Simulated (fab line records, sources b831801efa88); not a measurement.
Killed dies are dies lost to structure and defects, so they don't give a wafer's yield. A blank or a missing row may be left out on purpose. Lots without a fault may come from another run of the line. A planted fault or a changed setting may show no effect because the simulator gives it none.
A struck lot beside a sound one | flow gf180mcu | 16 steps out of a route of 602
Sound: wafers L157.1, L157.3, L157.4. Struck: wafers L152.1, L152.4, L152.5. The cause comes at the end.
At each step with rows: each side's tool, then ch and its chambers, then its first start. Under that, the readings that differ: sound wafers | struck wafers | difference of the means | sigmas: that difference in standard deviations of wafers without a fault.
alike: readings whose means differ by less than 2 such deviations, and words and numbers that are the same on both sides. not compared: withheld readings, readings that some wafer has no value for, bounds like >300 that may hide the same value, and numbers for which the record gives no deviation and whose values overlap.
The two part at a step that has a row with sigmas, a row that says differs or no value, or rows on one side only. Numbers that don't overlap but have no deviation are shown without sigmas and don't part them. A reading that every wafer of one side lacks parts them only if that side has two wafers or more.

first, 1 step without rows for these wafers: GF_HV_LDD_IMPLANT_36.
GF_HV_LDD_STRIP_37: strips in O2/N2.
  sound on plasma_asher-03 ch 0,1, day 15 22:43; struck on plasma_asher-03 ch 0,1, day 14 14:28
  alike: drypump_motor_current_A, heater_power_w, oes_product_au, strip_time_to_endpoint_s
  not compared: rf_hours_counter_h
GF_HV_LDD_TW_MEAS_38:
  sound on film_metro-01, day 15 22:49; struck on film_metro-03, day 14 14:34
  alike: HV_LDD_3_TW
then, 7 steps without rows for these wafers: GF_HV_LDD_DEHYDRATE_39 (time 60 s); GF_HV_LDD_HMDS_40 (prime time 60 s); GF_HV_LDD_COAT_41 (resist thk 1000 nm); GF_HV_LDD_SOFTBAKE_42 (time 60 s); GF_HV_LDD_EXPOSE_43 (exposes mask Pplus HV AREA, target cd 400 nm); GF_HV_LDD_PEB_44; GF_HV_LDD_DEVELOP_45 (develop time 60 s).
GF_HV_LDD_CD_MEAS_46: target cd 400 nm.
  sound on cd_sem-01, day 16 20:35; struck on cd_sem-01, day 15 11:06
  alike: cd_nm
GF_HV_LDD_OVL_MEAS_47:
  sound on overlay-02, day 16 20:42; struck on overlay-02, day 15 11:13
  alike: HV_LDD_03_OVL
GF_HV_LDD_IMPLANT_48:
  sound on implanter-03 ch 0, day 16 20:44; struck on implanter-02, day 15 11:16
  no value came back on the struck wafers for beam_energy_keV, beam_on_s (s); on the sound wafers beam_energy_keV reads 24.992 24.994 25.000
GF_HV_LDD_STRIP_49: strips in O2/N2.
  sound on plasma_asher-03 ch 0,1, day 16 20:53; struck on plasma_asher-03 ch 0,1, day 15 11:25
  alike: drypump_motor_current_A, heater_power_w, oes_product_au, strip_time_to_endpoint_s
  not compared: rf_hours_counter_h
GF_HV_LDD_TW_MEAS_50:
  sound on film_metro-01, day 16 20:59; struck on film_metro-01, day 15 11:31
  reading     | sound       | struck   | difference | sigmas
  HV_LDD_4_TW | 562 564 564 | 30 30 30 | -533       | -99 or more
then, 1 step without rows for these wafers: GF_HV_LDD_CLEAN_51 (cleans in SC1/SC2, time 150 s).

WHERE THEY PART
First at GF_HV_LDD_IMPLANT_48; last, within this record, at GF_HV_LDD_TW_MEAS_50.

WHY: what the simulator had put in
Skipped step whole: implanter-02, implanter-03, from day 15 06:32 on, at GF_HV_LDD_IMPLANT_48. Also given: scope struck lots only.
